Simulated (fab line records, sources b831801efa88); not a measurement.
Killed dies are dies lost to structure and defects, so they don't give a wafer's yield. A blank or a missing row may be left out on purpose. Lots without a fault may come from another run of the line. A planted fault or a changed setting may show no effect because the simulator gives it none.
Which tool did it? | flow sky130 | 12 lots, 36 wafers sampled, at 5 steps of a route of 708

WHAT THE GAUGES READ, wafer by wafer
SKY_FIELD_ISO_THK_MEAS_25.
lot  | measured    | on            | FIELD_ISO_CVD_24_THK (nm)
L237 | day 2 13:57 | film_metro-04 | 604 597 599
L238 | day 2 19:56 | film_metro-04 | 593 594 597
L240 | day 3 07:14 | film_metro-04 | 602 602 594
L242 | day 3 17:55 | film_metro-01 | 591 592 590
L243 | day 3 20:38 | film_metro-01 | 593 594 596
L244 | day 4 02:31 | film_metro-04 | 595 596 598
L245 | day 4 06:36 | film_metro-04 | 595 598 601
L246 | day 4 15:17 | film_metro-01 | 595 591 594
L251 | day 5 15:24 | film_metro-03 | 598 592 604
L252 | day 5 21:07 | film_metro-03 | 592 585 594
L255 | day 6 11:05 | film_metro-03 | 591 595 594
L256 | day 6 15:00 | film_metro-01 | 585 585 591

SKY_NWELL_OVL_MEAS_10.
lot  | measured    | on         | NWELL_00_OVL (nm)
L237 | day 4 22:43 | overlay-01 | 1.0 0.1 -1.2
L238 | day 5 03:46 | overlay-02 | 0.5 -0.7 -0.7
L240 | day 5 17:26 | overlay-02 | -0.9 -1.5 -1.8
L242 | day 6 03:38 | overlay-02 | -0.9 -1.3 0.7
L243 | day 6 05:35 | overlay-02 | -1.3 -0.3 -1.4
L244 | day 6 11:52 | overlay-01 | -0.1 -0.8 -0.8
L245 | day 6 19:22 | overlay-02 | -2.5 -1.8 -3.6
L246 | day 7 06:01 | overlay-02 | 0.7 -0.9 -0.7
L251 | day 8 09:37 | overlay-01 | -0.4 -1.0 -2.1
L252 | day 8 15:58 | overlay-02 | -1.2 -0.9 0.0
L255 | day 9 05:13 | overlay-02 | 0.2 1.6 -0.1
L256 | day 9 08:55 | overlay-01 | -0.6 -1.4 -1.0

SKY_VT_ADJUST_LVTN_TW_MEAS_10.
lot  | measured     | on            | VT_ADJUST_LVTN_TW
L237 | day 7 06:39  | film_metro-04 | 244 244 244
L238 | day 7 13:44  | film_metro-04 | 244 246 246
L240 | day 8 04:05  | film_metro-02 | 237 237 238
L242 | day 8 16:36  | film_metro-04 | 246 245 246
L243 | day 8 17:19  | film_metro-02 | 237 237 238
L244 | day 9 02:07  | film_metro-02 | 235 239 238
L245 | day 9 09:06  | film_metro-02 | 237 237 238
L246 | day 9 22:44  | film_metro-04 | 276 277 277
L251 | day 11 04:37 | film_metro-02 | 267 268 267
L252 | day 11 11:38 | film_metro-02 | 238 239 239
L255 | day 12 01:25 | film_metro-02 | 237 236 236
L256 | day 12 06:38 | film_metro-03 | 242 243 242

WHICH TOOL RAN EACH LOT (tool, then ch and the chambers of the sampled wafers, then the start)
lot  | SKY_FIELD_ISO_CMP_27         | SKY_VT_ADJUST_LVTN_IMPLANT_08
L237 | cmp-01 ch 0,2,3, day 2 16:53 | implanter-04 ch 0, day 7 06:25
L238 | cmp-01 ch 1,2,3, day 2 22:52 | implanter-02 ch 0, day 7 13:29
L240 | cmp-02 ch 0,1,2, day 3 10:01 | implanter-04 ch 0, day 8 03:52
L242 | cmp-01 ch 0,1,3, day 3 20:38 | implanter-03 ch 0, day 8 16:22
L243 | cmp-01 ch 1,2,3, day 3 22:19 | implanter-04 ch 0, day 8 17:07
L244 | cmp-02 ch 1,2,3, day 4 05:17 | implanter-03 ch 0, day 9 01:52
L245 | cmp-01 ch 0,1,3, day 4 09:05 | implanter-03 ch 0, day 9 08:52
L246 | cmp-02 ch 0,2, day 4 19:24   | implanter-03 ch 0, day 9 22:31
L251 | cmp-01 ch 0,2, day 5 18:16   | implanter-03 ch 0, day 11 04:23
L252 | cmp-01 ch 1,2, day 5 23:52   | implanter-04 ch 0, day 11 11:23
L255 | cmp-02 ch 0,2,3, day 6 13:56 | implanter-02 ch 0, day 12 01:10
L256 | cmp-02 ch 0,1,2, day 6 17:31 | implanter-04 ch 0, day 12 06:23
- SKY_FIELD_ISO_CMP_27: polishes, stops on Si3N4, t overpolish 16 s, target thk 457.8 nm.
- SKY_VT_ADJUST_LVTN_IMPLANT_08

WHAT THE TOOLS THEMSELVES READ (means of the sampled wafers that have a number; where no wafer has one, the mark that the record gives instead)
SKY_FIELD_ISO_CMP_27.
lot  | tool   | motor_current_A (A) | overpolish_run_s (s) | slurry_flow_ml_min | time_to_endpoint_s (s)
L237 | cmp-01 | 11.4                | 15.994               | 149.9              | 110
L238 | cmp-01 | 11.7                | 15.994               | 150.1              | 119
L240 | cmp-02 | 12.6                | 16.008               | 150.4              | 111
L242 | cmp-01 | 12.0                | 15.991               | 150.1              | 112
L243 | cmp-01 | 11.8                | 16.000               | 149.7              | 111
L244 | cmp-02 | 11.8                | 16.009               | 149.8              | 114
L245 | cmp-01 | 11.9                | 15.998               | 150.4              | 111
L246 | cmp-02 | 12.6                | 16.006               | 149.5              | 116
L251 | cmp-01 | 11.3                | 16.004               | 149.5              | 110
L252 | cmp-01 | 12.0                | 16.004               | 150.3              | 115
L255 | cmp-02 | 12.1                | 15.999               | 149.8              | 108
L256 | cmp-02 | 12.6                | 15.999               | 149.9              | 110

SKY_VT_ADJUST_LVTN_IMPLANT_08.
lot  | tool         | dose_ions_cm2 | faraday_current_uA
L237 | implanter-04 | 1.5690e+12    | 8.92
L238 | implanter-02 | 1.5704e+12    | 9.02
L240 | implanter-04 | 1.5700e+12    | 8.71
L242 | implanter-03 | 1.5693e+12    | 8.77
L243 | implanter-04 | 1.5723e+12    | 9.01
L244 | implanter-03 | 1.5718e+12    | 8.77
L245 | implanter-03 | 1.5682e+12    | 8.91
L246 | implanter-03 | 2.3470e+12    | 13.08
L251 | implanter-03 | 2.3441e+12    | 13.30
L252 | implanter-04 | 1.5677e+12    | 8.86
L255 | implanter-02 | 1.5733e+12    | 8.84
L256 | implanter-04 | 1.5698e+12    | 8.86

THE ANSWER, worked out from the rows above alone
Rule: what is usual is taken from the lots themselves. Put in order of their means at a reading, lots are off if they are a third of the lots or fewer, leave a main group of 4 or more, and stand apart from it by a gap of 3 or more times the standard deviation of the main group's means; of several such gaps the widest counts. A main group whose means are all the same, to the digits that the tables above print for the reading, isn't used. A lot without any number at a reading at which 4 lots or more have one is off too. The other lots that the step has rows for count as sound. The gauges are gone through in route order, then the tools' own readings, and for those a lot's mean is taken as printed above. The first step at which some lot is off is used, and at that step the reading that is off furthest; a lot without a number counts as furthest.
Off: L246, L251, at SKY_VT_ADJUST_LVTN_TW_MEAS_10 (VT_ADJUST_LVTN_TW). The main group: mean 240, standard deviation 3.5.
A tool fits if, at a process step before that reading, it ran every lot that is off, and no sound lot after the first of them. The gauges at SKY_VT_ADJUST_LVTN_TW_MEAS_10 aren't tried: what is off there is off at SKY_VT_ADJUST_LVTN_IMPLANT_08 too, on other tools, and a gauge's error can't cause that. One fits: implanter-03 at SKY_VT_ADJUST_LVTN_IMPLANT_08. Its last sound lot is L245 (day 9 08:52), its first lot that is off L246 (day 9 22:31): a fault that began between those two fits.
The tool's own readings at SKY_VT_ADJUST_LVTN_IMPLANT_08 bear it out: on the lots that are off they differ by more than 5 times the standard deviation of the sound lots' means. dose_ions_cm2 reads 2.3456e+12 there against 1.5702e+12 on the sound lots; faraday_current_uA reads 13.19 there against 8.87 on the sound lots.

WHAT THE SIMULATOR HAD PUT IN
Process parameter drift: implanter-03, from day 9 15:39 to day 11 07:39, at SKY_VT_ADJUST_LVTN_IMPLANT_08. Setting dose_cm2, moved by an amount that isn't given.
Lots struck among those shown: L246, L251. The rule above found the same.
